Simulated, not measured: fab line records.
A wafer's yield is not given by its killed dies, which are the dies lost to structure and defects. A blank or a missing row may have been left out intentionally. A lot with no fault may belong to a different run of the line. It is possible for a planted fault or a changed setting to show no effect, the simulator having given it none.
fab line records || flow sky130
[record] {"lots": 5, "wafers": 15, "last_day": 50}
route steps=708 shown METAL2@491 PAD_OPEN@708
lots that met no fault: from a run of the same line without faults
start_h: start of the lot's first displayed wafer, in hours after the record's first day || wait_h: hours since the lot's step before || " repeats the value in the row above || L1.1+2: a single row standing in for several wafers || - no value present, or no start provided || * or withheld: withheld || < > ~ a bound
route shown NAME@n: names a module that has steps shown in the file, with the first one's number in the route || usual: mean/standard deviation of fault-free wafers || same: alike in all rows || chamber/n: place in a boat || sites: the reading at each site || _std_site: how widely they spread, as a standard deviation || _edge_site: mean of outer sites minus mean of inner sites || radius_mm: how far each site lies from the wafer's centre || mask NAME#n: copy n || behind: the tool/chamber that last shaped the wafer || hold: the reason the lot was held/the length of the hold in hours/how it ended || device: transistor that didn't switch, given as n, p or np || end of line: at the end of the route, the tests of the same wafers || a step without rows: its recipe alone || killed: at the first sort, the dies lost to defects and structure; wafer yield is something else || map: dies across one wafer; x = killed, . = not, _ = none there
set.NAME: the setting that was run; set.NAME@STEP: the one run at that earlier step || model.NAME: the simulator's own value behind a step, which no gauge read
lots at selected steps of the route; one table per step, one row per wafer
services: the hour from which a tool's chamber was out of use, counted from the record's first day as start_h (under 0 if before that day), plus the number of hours and why
[[steps]]
[step SKY_METAL2_HMDS_08]
[recipe] {"prime_time_s": 60, "prime_temp_c": 120}
[step SKY_METAL2_COAT_09]
[recipe] {"resist": "BARC", "temp_c": "withheld", "time_s": "withheld", "spin_rpm": 3000, "resist_thk_nm": 60}
[step SKY_METAL2_COAT_10]
[recipe] {"resist": "KrF-thick", "spin_rpm": 3000, "resist_thk_nm": 450}
[step SKY_METAL2_SOFTBAKE_11]
[recipe] {"temp_c": 100, "time_s": 90, "resist": "KrF-thick"}
[step SKY_METAL2_EXPOSE_12]
[recipe] {"mask_id": "MM2", "na": 0.8, "source_shape": "annular", "sigma_inner": 0.55, "sigma_outer": 0.85, "target_cd_nm": 140, "dose_mj": 28}
[step SKY_METAL2_PEB_13]
[recipe] {"peb_temp_c": "withheld", "peb_time_s": "withheld", "resist": "KrF-thick"}
[step SKY_METAL2_DEVELOP_14]
[recipe] {"develop_time_s": 60, "resist": "KrF-thick", "dev_temp_c": 21}
[step SKY_METAL2_CD_MEAS_15]
[recipe] {"target_cd_nm": 140}
[usual] {"cd_nm": "140.1/1.5"}
{"lot.wafer": "L906.1", "tool": "cd_sem-01", "chamber": "-", "start_h": 864.06, "wait_h": "-", "cd_nm": 141.0}
{"lot.wafer": "L906.2", "tool": "cd_sem-01", "chamber": "-", "start_h": 864.06, "wait_h": "-", "cd_nm": 141.2}
{"lot.wafer": "L906.6", "tool": "cd_sem-01", "chamber": "-", "start_h": 864.06, "wait_h": "-", "cd_nm": 139.7}
{"lot.wafer": "L907.1", "tool": "cd_sem-01", "chamber": "-", "start_h": 879.21, "wait_h": "-", "cd_nm": 138.4}
{"lot.wafer": "L907.4", "tool": "cd_sem-01", "chamber": "-", "start_h": 879.21, "wait_h": "-", "cd_nm": 139.6}
{"lot.wafer": "L907.5", "tool": "cd_sem-01", "chamber": "-", "start_h": 879.21, "wait_h": "-", "cd_nm": 141.1}
{"lot.wafer": "L909.1", "tool": "cd_sem-01", "chamber": "-", "start_h": 896.55, "wait_h": "-", "cd_nm": 143.3}
{"lot.wafer": "L909.2", "tool": "cd_sem-01", "chamber": "-", "start_h": 896.55, "wait_h": "-", "cd_nm": 143.3}
{"lot.wafer": "L909.5", "tool": "cd_sem-01", "chamber": "-", "start_h": 896.55, "wait_h": "-", "cd_nm": 142.7}
{"lot.wafer": "L922.3", "tool": "cd_sem-01", "chamber": "-", "start_h": 999.90, "wait_h": "-", "cd_nm": 140.7}
{"lot.wafer": "L922.4", "tool": "cd_sem-01", "chamber": "-", "start_h": 999.90, "wait_h": "-", "cd_nm": 140.1}
{"lot.wafer": "L922.5", "tool": "cd_sem-01", "chamber": "-", "start_h": 999.90, "wait_h": "-", "cd_nm": 140.5}
{"lot.wafer": "L921.1", "tool": "cd_sem-02", "chamber": "-", "start_h": 1004.01, "wait_h": "-", "cd_nm": 139.7}
{"lot.wafer": "L921.3", "tool": "cd_sem-02", "chamber": "-", "start_h": 1004.01, "wait_h": "-", "cd_nm": 138.6}
{"lot.wafer": "L921.5", "tool": "cd_sem-02", "chamber": "-", "start_h": 1004.01, "wait_h": "-", "cd_nm": 138.2}
[step SKY_METAL2_OVL_MEAS_16]
[usual] {"METAL2_OVL": "2/5.3"}
{"lot.wafer": "L906.1", "tool": "overlay-02", "chamber": "-", "start_h": 864.18, "wait_h": 0.1, "METAL2_OVL[nm]": -7}
{"lot.wafer": "L906.2", "tool": "overlay-02", "chamber": "-", "start_h": 864.18, "wait_h": 0.1, "METAL2_OVL[nm]": -6}
{"lot.wafer": "L906.6", "tool": "overlay-02", "chamber": "-", "start_h": 864.18, "wait_h": 0.1, "METAL2_OVL[nm]": -3}
{"lot.wafer": "L907.1", "tool": "overlay-02", "chamber": "-", "start_h": 879.33, "wait_h": 0.1, "METAL2_OVL[nm]": 4}
{"lot.wafer": "L907.4", "tool": "overlay-02", "chamber": "-", "start_h": 879.33, "wait_h": 0.1, "METAL2_OVL[nm]": 1}
{"lot.wafer": "L907.5", "tool": "overlay-02", "chamber": "-", "start_h": 879.33, "wait_h": 0.1, "METAL2_OVL[nm]": 2}
{"lot.wafer": "L909.1", "tool": "overlay-01", "chamber": "-", "start_h": 896.67, "wait_h": 0.1, "METAL2_OVL[nm]": -1}
{"lot.wafer": "L909.2", "tool": "overlay-01", "chamber": "-", "start_h": 896.67, "wait_h": 0.1, "METAL2_OVL[nm]": 4}
{"lot.wafer": "L909.5", "tool": "overlay-01", "chamber": "-", "start_h": 896.67, "wait_h": 0.1, "METAL2_OVL[nm]": 3}
{"lot.wafer": "L922.3", "tool": "overlay-02", "chamber": "-", "start_h": 1000.00, "wait_h": 0.1, "METAL2_OVL[nm]": 4}
{"lot.wafer": "L922.4", "tool": "overlay-02", "chamber": "-", "start_h": 1000.00, "wait_h": 0.1, "METAL2_OVL[nm]": 6}
{"lot.wafer": "L922.5", "tool": "overlay-02", "chamber": "-", "start_h": 1000.00, "wait_h": 0.1, "METAL2_OVL[nm]": 5}
{"lot.wafer": "L921.1", "tool": "overlay-01", "chamber": "-", "start_h": 1004.13, "wait_h": 0.1, "METAL2_OVL[nm]": -2}
{"lot.wafer": "L921.3", "tool": "overlay-01", "chamber": "-", "start_h": 1004.13, "wait_h": 0.1, "METAL2_OVL[nm]": 0}
{"lot.wafer": "L921.5", "tool": "overlay-01", "chamber": "-", "start_h": 1004.13, "wait_h": 0.1, "METAL2_OVL[nm]": 1}
[step SKY_METAL2_DESCUM_17]
[recipe] {"chemistry": "O2", "source_power_w": 150, "bias_power_w": 0, "pressure_mtorr": 10, "temp_c": 40, "time_s": 8}
[usual] {"drypump_motor_current_A": "5.9/0.48", "oes_product_au": "1.003/0.014"}
{"lot.wafer": "L906.1", "tool": "rie_metal-01", "chamber": 1, "start_h": 864.22, "wait_h": 0.0, "drypump_motor_current_A": 6.4, "oes_product_au": 1.029, "rf_hours_counter_h": 7}
{"lot.wafer": "L906.2", "tool": "rie_metal-01", "chamber": 1, "start_h": 864.22, "wait_h": 0.0, "drypump_motor_current_A": 6.5, "oes_product_au": 1.024, "rf_hours_counter_h": "-"}
{"lot.wafer": "L906.6", "tool": "rie_metal-01", "chamber": 1, "start_h": 864.22, "wait_h": 0.0, "drypump_motor_current_A": 6.5, "oes_product_au": 1.026, "rf_hours_counter_h": "-"}
{"lot.wafer": "L907.1", "tool": "rie_metal-04", "chamber": 1, "start_h": 879.37, "wait_h": 0.0, "drypump_motor_current_A": 5.5, "oes_product_au": 1.021, "rf_hours_counter_h": 14}
{"lot.wafer": "L907.4", "tool": "rie_metal-04", "chamber": 1, "start_h": 879.37, "wait_h": 0.0, "drypump_motor_current_A": 5.5, "oes_product_au": 1.010, "rf_hours_counter_h": "-"}
{"lot.wafer": "L907.5", "tool": "rie_metal-04", "chamber": 0, "start_h": 879.37, "wait_h": 0.0, "drypump_motor_current_A": 6.1, "oes_product_au": 1.004, "rf_hours_counter_h": "-"}
{"lot.wafer": "L909.1", "tool": "rie_metal-01", "chamber": 1, "start_h": 896.71, "wait_h": 0.0, "drypump_motor_current_A": 6.5, "oes_product_au": 1.020, "rf_hours_counter_h": 9}
{"lot.wafer": "L909.2", "tool": "rie_metal-01", "chamber": 0, "start_h": 896.71, "wait_h": 0.0, "drypump_motor_current_A": 5.2, "oes_product_au": 0.986, "rf_hours_counter_h": 2}
{"lot.wafer": "L909.5", "tool": "rie_metal-01", "chamber": 1, "start_h": 896.71, "wait_h": 0.0, "drypump_motor_current_A": 6.5, "oes_product_au": 1.017, "rf_hours_counter_h": "-"}
{"lot.wafer": "L922.3", "tool": "rie_metal-02", "chamber": 0, "start_h": 1000.03, "wait_h": 0.0, "drypump_motor_current_A": 5.9, "oes_product_au": 1.011, "rf_hours_counter_h": "-"}
{"lot.wafer": "L922.4", "tool": "rie_metal-02", "chamber": 1, "start_h": 1000.03, "wait_h": 0.0, "drypump_motor_current_A": 6.1, "oes_product_au": 0.991, "rf_hours_counter_h": "-"}
{"lot.wafer": "L922.5", "tool": "rie_metal-02", "chamber": 1, "start_h": 1000.03, "wait_h": 0.0, "drypump_motor_current_A": 6.1, "oes_product_au": 0.990, "rf_hours_counter_h": "-"}
{"lot.wafer": "L921.1", "tool": "rie_metal-01", "chamber": 1, "start_h": 1004.17, "wait_h": 0.0, "drypump_motor_current_A": 6.4, "oes_product_au": 1.012, "rf_hours_counter_h": 13}
{"lot.wafer": "L921.3", "tool": "rie_metal-01", "chamber": 0, "start_h": 1004.17, "wait_h": 0.0, "drypump_motor_current_A": 5.2, "oes_product_au": 0.988, "rf_hours_counter_h": "-"}
{"lot.wafer": "L921.5", "tool": "rie_metal-01", "chamber": 1, "start_h": 1004.17, "wait_h": 0.0, "drypump_motor_current_A": 6.4, "oes_product_au": 1.015, "rf_hours_counter_h": "-"}
[step SKY_METAL2_ETCH_18]
[recipe] {"chemistry": "N2/H2", "target": "BARC", "ion_energy_ev": 200, "bias_w": 100, "pressure_mtorr": 30, "n2_flow_sccm": 100, "h2_flow_sccm": 200, "icp_w": 500, "stop_on": "SiO2", "time_s": 45.9, "target_depth_a": 600}
[usual] {"bias_w": "100.0/0.32", "drypump_motor_current_A": "5.9/0.48", "oes_product_au": "0.855/0.005", "throttle_valve_pct": "13.225/0.01"}
{"lot.wafer": "L906.1", "tool": "rie_metal-01", "chamber": 1, "start_h": 864.28, "wait_h": 0.1, "bias_w": 100.4, "drypump_motor_current_A": 6.5, "oes_product_au": 0.855, "rf_hours_counter_h": 7, "throttle_valve_pct": 13.245}
{"lot.wafer": "L906.2", "tool": "rie_metal-01", "chamber": 1, "start_h": 864.28, "wait_h": 0.1, "bias_w": 100.5, "drypump_motor_current_A": 6.4, "oes_product_au": 0.848, "rf_hours_counter_h": "-", "throttle_valve_pct": 13.230}
{"lot.wafer": "L906.6", "tool": "rie_metal-01", "chamber": 1, "start_h": 864.28, "wait_h": 0.1, "bias_w": 100.3, "drypump_motor_current_A": 6.5, "oes_product_au": 0.852, "rf_hours_counter_h": "-", "throttle_valve_pct": 13.211}
{"lot.wafer": "L907.1", "tool": "rie_metal-04", "chamber": 1, "start_h": 879.41, "wait_h": 0.0, "bias_w": 99.4, "drypump_motor_current_A": 5.5, "oes_product_au": 0.858, "rf_hours_counter_h": 14, "throttle_valve_pct": 13.210}
{"lot.wafer": "L907.4", "tool": "rie_metal-04", "chamber": 1, "start_h": 879.41, "wait_h": 0.0, "bias_w": 99.8, "drypump_motor_current_A": 5.5, "oes_product_au": 0.853, "rf_hours_counter_h": "-", "throttle_valve_pct": 13.200}
{"lot.wafer": "L907.5", "tool": "rie_metal-04", "chamber": 0, "start_h": 879.41, "wait_h": 0.0, "bias_w": 99.7, "drypump_motor_current_A": 6.1, "oes_product_au": 0.854, "rf_hours_counter_h": "-", "throttle_valve_pct": 13.227}
{"lot.wafer": "L909.1", "tool": "rie_metal-01", "chamber": 1, "start_h": 896.75, "wait_h": 0.0, "bias_w": 99.4, "drypump_motor_current_A": 6.5, "oes_product_au": 0.860, "rf_hours_counter_h": 9, "throttle_valve_pct": 13.230}
{"lot.wafer": "L909.2", "tool": "rie_metal-01", "chamber": 0, "start_h": 896.75, "wait_h": 0.0, "bias_w": 100.7, "drypump_motor_current_A": 5.1, "oes_product_au": 0.850, "rf_hours_counter_h": 2, "throttle_valve_pct": 13.232}
{"lot.wafer": "L909.5", "tool": "rie_metal-01", "chamber": 1, "start_h": 896.75, "wait_h": 0.0, "bias_w": 99.7, "drypump_motor_current_A": 6.5, "oes_product_au": 0.853, "rf_hours_counter_h": "-", "throttle_valve_pct": 13.234}
{"lot.wafer": "L922.3", "tool": "rie_metal-02", "chamber": 0, "start_h": 1000.07, "wait_h": 0.0, "bias_w": 99.9, "drypump_motor_current_A": 5.9, "oes_product_au": 0.857, "rf_hours_counter_h": "-", "throttle_valve_pct": 13.235}
{"lot.wafer": "L922.4", "tool": "rie_metal-02", "chamber": 1, "start_h": 1000.07, "wait_h": 0.0, "bias_w": 100.2, "drypump_motor_current_A": 6.1, "oes_product_au": 0.851, "rf_hours_counter_h": "-", "throttle_valve_pct": 13.203}
{"lot.wafer": "L922.5", "tool": "rie_metal-02", "chamber": 1, "start_h": 1000.07, "wait_h": 0.0, "bias_w": 100.2, "drypump_motor_current_A": 6.1, "oes_product_au": 0.868, "rf_hours_counter_h": "-", "throttle_valve_pct": 13.231}
{"lot.wafer": "L921.1", "tool": "rie_metal-01", "chamber": 1, "start_h": 1004.20, "wait_h": 0.0, "bias_w": 99.6, "drypump_motor_current_A": 6.5, "oes_product_au": 0.852, "rf_hours_counter_h": 13, "throttle_valve_pct": 13.222}
{"lot.wafer": "L921.3", "tool": "rie_metal-01", "chamber": 0, "start_h": 1004.20, "wait_h": 0.0, "bias_w": 99.8, "drypump_motor_current_A": 5.2, "oes_product_au": 0.864, "rf_hours_counter_h": "-", "throttle_valve_pct": 13.218}
{"lot.wafer": "L921.5", "tool": "rie_metal-01", "chamber": 1, "start_h": 1004.20, "wait_h": 0.0, "bias_w": 99.6, "drypump_motor_current_A": 6.5, "oes_product_au": 0.846, "rf_hours_counter_h": "-", "throttle_valve_pct": 13.227}
[step SKY_METAL2_METAL_ETCH_19]
[recipe] {"target_depth_a": 3600, "stop_on": "SiO2", "over_etch_frac": 0.3, "time_s": 78, "chemistry": "Cl2/BCl3", "resist_sidewall_deg": 88, "pressure_mtorr": 10, "icp_w": 900, "bias_w": 48.5, "Cl2_flow_sccm": 60, "bcl3_flow_sccm": 30}
[usual] {"bias_w": "48.48/0.14", "drypump_motor_current_A": "5.9/0.48", "oes_product_au": "0.852/0.0064", "throttle_valve_pct": "22.264/0.0096"}
{"lot.wafer": "L906.1", "tool": "rie_metal-01", "chamber": 1, "start_h": 864.41, "wait_h": 0.1, "bias_w": 48.21, "drypump_motor_current_A": 6.5, "oes_product_au": 0.857, "rf_hours_counter_h": 7, "throttle_valve_pct": 22.258}
{"lot.wafer": "L906.2", "tool": "rie_metal-01", "chamber": 1, "start_h": 864.41, "wait_h": 0.1, "bias_w": 48.65, "drypump_motor_current_A": 6.5, "oes_product_au": 0.843, "rf_hours_counter_h": "-", "throttle_valve_pct": 22.269}
{"lot.wafer": "L906.6", "tool": "rie_metal-01", "chamber": 1, "start_h": 864.41, "wait_h": 0.1, "bias_w": 48.45, "drypump_motor_current_A": 6.5, "oes_product_au": 0.845, "rf_hours_counter_h": "-", "throttle_valve_pct": 22.282}
{"lot.wafer": "L907.1", "tool": "rie_metal-04", "chamber": 1, "start_h": 879.50, "wait_h": 0.1, "bias_w": 48.44, "drypump_motor_current_A": 5.5, "oes_product_au": 0.855, "rf_hours_counter_h": 14, "throttle_valve_pct": 22.268}
{"lot.wafer": "L907.4", "tool": "rie_metal-04", "chamber": 1, "start_h": 879.50, "wait_h": 0.1, "bias_w": 48.35, "drypump_motor_current_A": 5.5, "oes_product_au": 0.849, "rf_hours_counter_h": "-", "throttle_valve_pct": 22.257}
{"lot.wafer": "L907.5", "tool": "rie_metal-04", "chamber": 0, "start_h": 879.50, "wait_h": 0.1, "bias_w": 48.50, "drypump_motor_current_A": 6.1, "oes_product_au": 0.856, "rf_hours_counter_h": "-", "throttle_valve_pct": 22.268}
{"lot.wafer": "L909.1", "tool": "rie_metal-01", "chamber": 1, "start_h": 896.83, "wait_h": 0.1, "bias_w": 48.35, "drypump_motor_current_A": 6.5, "oes_product_au": 0.864, "rf_hours_counter_h": 9, "throttle_valve_pct": 22.259}
{"lot.wafer": "L909.2", "tool": "rie_metal-01", "chamber": 0, "start_h": 896.83, "wait_h": 0.1, "bias_w": 48.27, "drypump_motor_current_A": 5.2, "oes_product_au": 0.860, "rf_hours_counter_h": 2, "throttle_valve_pct": 22.268}
{"lot.wafer": "L909.5", "tool": "rie_metal-01", "chamber": 1, "start_h": 896.83, "wait_h": 0.1, "bias_w": 48.58, "drypump_motor_current_A": 6.5, "oes_product_au": 0.844, "rf_hours_counter_h": "-", "throttle_valve_pct": 22.261}
{"lot.wafer": "L922.3", "tool": "rie_metal-02", "chamber": 0, "start_h": 1000.15, "wait_h": 0.1, "bias_w": 48.34, "drypump_motor_current_A": 5.8, "oes_product_au": 0.854, "rf_hours_counter_h": "-", "throttle_valve_pct": 22.275}
{"lot.wafer": "L922.4", "tool": "rie_metal-02", "chamber": 1, "start_h": 1000.15, "wait_h": 0.1, "bias_w": 48.40, "drypump_motor_current_A": 6.1, "oes_product_au": 0.862, "rf_hours_counter_h": "-", "throttle_valve_pct": 22.256}
{"lot.wafer": "L922.5", "tool": "rie_metal-02", "chamber": 1, "start_h": 1000.15, "wait_h": 0.1, "bias_w": 48.67, "drypump_motor_current_A": 6.1, "oes_product_au": 0.845, "rf_hours_counter_h": "-", "throttle_valve_pct": 22.265}
{"lot.wafer": "L921.1", "tool": "rie_metal-01", "chamber": 1, "start_h": 1004.27, "wait_h": 0.0, "bias_w": 48.66, "drypump_motor_current_A": 6.5, "oes_product_au": 0.849, "rf_hours_counter_h": 13, "throttle_valve_pct": 22.267}
{"lot.wafer": "L921.3", "tool": "rie_metal-01", "chamber": 0, "start_h": 1004.27, "wait_h": 0.0, "bias_w": 48.33, "drypump_motor_current_A": 5.2, "oes_product_au": 0.854, "rf_hours_counter_h": "-", "throttle_valve_pct": 22.282}
{"lot.wafer": "L921.5", "tool": "rie_metal-01", "chamber": 1, "start_h": 1004.27, "wait_h": 0.0, "bias_w": 48.74, "drypump_motor_current_A": 6.5, "oes_product_au": 0.856, "rf_hours_counter_h": "-", "throttle_valve_pct": 22.256}
[step SKY_METAL2_STRIP_20]
[recipe] {"chemistry": "O2/N2", "power_w": 1400, "pressure_mtorr": 1500, "platen_temp_c": "withheld", "o2_flow_sccm": 3000, "n2_flow_sccm": 300, "overash_fraction": 0.5}
[usual] {"drypump_motor_current_A": "5.8/0.3", "o2_flow_sccm": "2999/9.5", "oes_product_au": "0.343/0.0055", "overash_fraction": "0.5/0", "strip_time_to_endpoint_s": "2.69/0.073"}
{"lot.wafer": "L906.1", "tool": "plasma_asher-02", "chamber": 0, "start_h": 864.59, "wait_h": 0.1, "drypump_motor_current_A": 6.1, "o2_flow_sccm": 2996, "oes_product_au": 0.342, "overash_fraction": 0.5, "rf_hours_counter_h": 100, "strip_time_to_endpoint_s": 2.61}
{"lot.wafer": "L906.2", "tool": "plasma_asher-02", "chamber": 1, "start_h": 864.59, "wait_h": 0.1, "drypump_motor_current_A": 5.5, "o2_flow_sccm": 2990, "oes_product_au": 0.340, "overash_fraction": 0.5, "rf_hours_counter_h": 100, "strip_time_to_endpoint_s": 2.59}
{"lot.wafer": "L906.6", "tool": "plasma_asher-02", "chamber": 1, "start_h": 864.59, "wait_h": 0.1, "drypump_motor_current_A": 5.5, "o2_flow_sccm": 2980, "oes_product_au": 0.337, "overash_fraction": 0.5, "rf_hours_counter_h": "-", "strip_time_to_endpoint_s": 2.59}
{"lot.wafer": "L907.1", "tool": "plasma_asher-01", "chamber": 1, "start_h": 879.62, "wait_h": 0.1, "drypump_motor_current_A": 5.3, "o2_flow_sccm": 2996, "oes_product_au": 0.337, "overash_fraction": 0.5, "rf_hours_counter_h": 77, "strip_time_to_endpoint_s": 2.56}
{"lot.wafer": "L907.4", "tool": "plasma_asher-01", "chamber": 1, "start_h": 879.62, "wait_h": 0.1, "drypump_motor_current_A": 5.3, "o2_flow_sccm": 2996, "oes_product_au": 0.331, "overash_fraction": 0.5, "rf_hours_counter_h": "-", "strip_time_to_endpoint_s": 2.55}
{"lot.wafer": "L907.5", "tool": "plasma_asher-01", "chamber": 1, "start_h": 879.62, "wait_h": 0.1, "drypump_motor_current_A": 5.3, "o2_flow_sccm": 3005, "oes_product_au": 0.341, "overash_fraction": 0.5, "rf_hours_counter_h": "-", "strip_time_to_endpoint_s": 2.63}
{"lot.wafer": "L909.1", "tool": "plasma_asher-02", "chamber": 0, "start_h": 896.95, "wait_h": 0.1, "drypump_motor_current_A": 6.1, "o2_flow_sccm": 3006, "oes_product_au": 0.343, "overash_fraction": 0.7, "rf_hours_counter_h": 104, "strip_time_to_endpoint_s": 2.65}
{"lot.wafer": "L909.2", "tool": "plasma_asher-02", "chamber": 1, "start_h": 896.95, "wait_h": 0.1, "drypump_motor_current_A": 5.5, "o2_flow_sccm": 2990, "oes_product_au": 0.348, "overash_fraction": 0.5, "rf_hours_counter_h": 104, "strip_time_to_endpoint_s": 2.76}
{"lot.wafer": "L909.5", "tool": "plasma_asher-02", "chamber": 1, "start_h": 896.95, "wait_h": 0.1, "drypump_motor_current_A": 5.4, "o2_flow_sccm": 3001, "oes_product_au": 0.343, "overash_fraction": 0.5, "rf_hours_counter_h": "-", "strip_time_to_endpoint_s": 2.62}
{"lot.wafer": "L922.3", "tool": "plasma_asher-02", "chamber": 0, "start_h": 1000.24, "wait_h": 0.1, "drypump_motor_current_A": 6.1, "o2_flow_sccm": 2988, "oes_product_au": 0.336, "overash_fraction": 0.5, "rf_hours_counter_h": "-", "strip_time_to_endpoint_s": 2.74}
{"lot.wafer": "L922.4", "tool": "plasma_asher-02", "chamber": 1, "start_h": 1000.24, "wait_h": 0.1, "drypump_motor_current_A": 5.5, "o2_flow_sccm": 2981, "oes_product_au": 0.354, "overash_fraction": 0.5, "rf_hours_counter_h": "-", "strip_time_to_endpoint_s": 2.81}
{"lot.wafer": "L922.5", "tool": "plasma_asher-02", "chamber": 0, "start_h": 1000.24, "wait_h": 0.1, "drypump_motor_current_A": 6.1, "o2_flow_sccm": 2999, "oes_product_au": 0.355, "overash_fraction": 0.5, "rf_hours_counter_h": "-", "strip_time_to_endpoint_s": 2.81}
{"lot.wafer": "L921.1", "tool": "plasma_asher-03", "chamber": 1, "start_h": 1004.36, "wait_h": 0.1, "drypump_motor_current_A": 5.7, "o2_flow_sccm": 2992, "oes_product_au": 0.344, "overash_fraction": 0.5, "rf_hours_counter_h": 57, "strip_time_to_endpoint_s": 2.65}
{"lot.wafer": "L921.3", "tool": "plasma_asher-03", "chamber": 0, "start_h": 1004.36, "wait_h": 0.1, "drypump_motor_current_A": 6.1, "o2_flow_sccm": 2999, "oes_product_au": 0.347, "overash_fraction": 0.5, "rf_hours_counter_h": "-", "strip_time_to_endpoint_s": 2.75}
{"lot.wafer": "L921.5", "tool": "plasma_asher-03", "chamber": 0, "start_h": 1004.36, "wait_h": 0.1, "drypump_motor_current_A": 6.1, "o2_flow_sccm": 2995, "oes_product_au": 0.349, "overash_fraction": 0.5, "rf_hours_counter_h": "-", "strip_time_to_endpoint_s": 2.66}
[step SKY_METAL2_STRIP_21]
[recipe] {"chemistry": "post_etch_residue_remover", "time_s": 1200, "temp_c": 72.5}
[step SKY_PAD_OPEN_PROBE_99]
[usual] {"defect_limited_yield": "82.8/2.1", "killed_at_M0_to_M3": "42/6.6", "killed_at_M4_up": "3.1/1.9", "killed_at_contacts": "24/5.6", "killed_at_front_end": "15/4.8", "killed_at_other": "0.3/0.48", "killed_dies": "84/10", "killed_open": "47/6.8", "killed_short": "37/6.8"}
[same] {"gross_dies": 492, "killed_at_back_side": 0}
{"lot.wafer": "L909.1", "tool": "prober-02", "chamber": "-", "start_h": 1136.51, "wait_h": 0.1, "defect_limited_yield[%]": 84.1, "killed_at_M0_to_M3": 36, "killed_at_M4_up": 3, "killed_at_contacts": 28, "killed_at_front_end": 11, "killed_at_other": 0, "killed_dies": 78, "killed_open": 37, "killed_short": 41}
{"lot.wafer": "L909.2", "tool": "prober-02", "chamber": "-", "start_h": 1136.56, "wait_h": 0.1, "defect_limited_yield[%]": 85.8, "killed_at_M0_to_M3": 37, "killed_at_M4_up": 3, "killed_at_contacts": 17, "killed_at_front_end": 13, "killed_at_other": 0, "killed_dies": 70, "killed_open": 33, "killed_short": 37}
{"lot.wafer": "L909.5", "tool": "prober-02", "chamber": "-", "start_h": 1136.71, "wait_h": 0.2, "defect_limited_yield[%]": 81.3, "killed_at_M0_to_M3": 43, "killed_at_M4_up": 4, "killed_at_contacts": 28, "killed_at_front_end": 17, "killed_at_other": 0, "killed_dies": 92, "killed_open": 53, "killed_short": 39}
{"lot.wafer": "L922.3", "tool": "prober-01", "chamber": "-", "start_h": 1205.20, "wait_h": 0.2, "defect_limited_yield[%]": 84.1, "killed_at_M0_to_M3": 42, "killed_at_M4_up": 1, "killed_at_contacts": 23, "killed_at_front_end": 12, "killed_at_other": 0, "killed_dies": 78, "killed_open": 47, "killed_short": 31}
{"lot.wafer": "L922.4", "tool": "prober-01", "chamber": "-", "start_h": 1205.25, "wait_h": 0.2, "defect_limited_yield[%]": 82.7, "killed_at_M0_to_M3": 39, "killed_at_M4_up": 2, "killed_at_contacts": 27, "killed_at_front_end": 16, "killed_at_other": 1, "killed_dies": 85, "killed_open": 47, "killed_short": 38}
{"lot.wafer": "L922.5", "tool": "prober-01", "chamber": "-", "start_h": 1205.30, "wait_h": 0.2, "defect_limited_yield[%]": 82.3, "killed_at_M0_to_M3": 41, "killed_at_M4_up": 6, "killed_at_contacts": 23, "killed_at_front_end": 17, "killed_at_other": 0, "killed_dies": 87, "killed_open": 51, "killed_short": 36}
// killed by level:class
L909.1 METAL2:geometric_particle:short=9 VIA1:geometric_particle:open=8 LI_CONTACT:geometric_particle:open=8 CONTACT:geometric_particle:open=7 LI_CONTACT:geometric_particle:short=5 LOCAL_INTERCONNECT:geometric_particle:short=5 VIA1:geometric_particle:short=4 METAL2:geometric_particle:open=3
L909.2 METAL1:geometric_particle:short=9 VIA3:geometric_particle:open=6 LI_CONTACT:geometric_particle:open=5 METAL2:geometric_particle:short=4 CONTACT:geometric_particle:open=4 METAL3:geometric_particle:short=4 VIA2:geometric_particle:short=4 FIELD_ISO:geometric_particle:short=3
L909.5 VIA2:geometric_particle:open=10 CONTACT:geometric_particle:open=10 FIELD_ISO:geometric_particle:short=8 VIA3:geometric_particle:open=8 CONTACT:geometric_particle:short=8 LI_CONTACT:geometric_particle:open=7 METAL1:geometric_particle:short=6 METAL2:geometric_particle:short=6
L922.3 LI_CONTACT:geometric_particle:open=9 VIA3:geometric_particle:open=9 CONTACT:geometric_particle:open=8 VIA1:geometric_particle:open=8 VIA1:geometric_particle:short=6 VIA2:geometric_particle:open=5 POLY_GATE:geometric_particle:open=4 POLY_GATE:geometric_particle:short=3
L922.4 LI_CONTACT:geometric_particle:open=11 CONTACT:geometric_particle:open=9 VIA1:geometric_particle:open=7 VIA3:geometric_particle:open=6 VIA1:geometric_particle:short=5 VIA3:geometric_particle:short=5 LOCAL_INTERCONNECT:geometric_particle:short=4 POLY_GATE:geometric_particle:short=4
L922.5 VIA1:geometric_particle:open=11 CONTACT:geometric_particle:open=9 VIA3:geometric_particle:open=8 POLY_GATE:geometric_particle:open=5 CONTACT:geometric_particle:short=5 METAL4:geometric_particle:short=5 FIELD_ISO:geometric_particle:short=4 METAL2:geometric_particle:open=4
[[services]]
{"tool": "rie_metal-01", "chamber": 0, "start_h": 846.76, "hours": "-", "kind": "clean"}
{"tool": "rie_metal-01", "chamber": 0, "start_h": 846.76, "hours": 19.1, "kind": "scheduled_down"}
{"tool": "rie_metal-01", "chamber": 0, "start_h": 846.76, "hours": 19.1, "kind": "vent_cycle"}
{"tool": "plasma_asher-03", "chamber": "-", "start_h": 878.80, "hours": 18.6, "kind": "repair"}
{"tool": "plasma_asher-02", "chamber": "-", "start_h": 929.94, "hours": 3.6, "kind": "repair"}
{"tool": "rie_metal-04", "chamber": 1, "start_h": 932.66, "hours": "-", "kind": "clean"}
{"tool": "rie_metal-04", "chamber": 1, "start_h": 932.66, "hours": 21.5, "kind": "scheduled_down"}
{"tool": "rie_metal-04", "chamber": 1, "start_h": 932.66, "hours": 21.5, "kind": "vent_cycle"}
{"tool": "rie_metal-01", "chamber": 1, "start_h": 938.43, "hours": 16.3, "kind": "repair"}
{"tool": "plasma_asher-03", "chamber": "-", "start_h": 988.70, "hours": 1.8, "kind": "repair"}
[[key]]
[first_sign] {"step": "SKY_METAL2_STRIP_20", "reading": "overash_fraction", "direction": "up", "sigmas": "99+", "usual": 0.5, "struck": 0.7}
effect none on later readings
met_at SKY_METAL2_STRIP_20
struck_wafers L909.1
onset_between 864.59 896.95
[fault] {"kind": "process_parameter_drift", "tool": "plasma_asher-02", "chamber": 0, "onset_h": 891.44, "steps": "SKY_METAL2_STRIP_20", "channel": "overash_fraction", "offset": 0.2, "shape": "step", "end_h": 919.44, "acts_in": "these_recipes_only", "stated": 0.5}
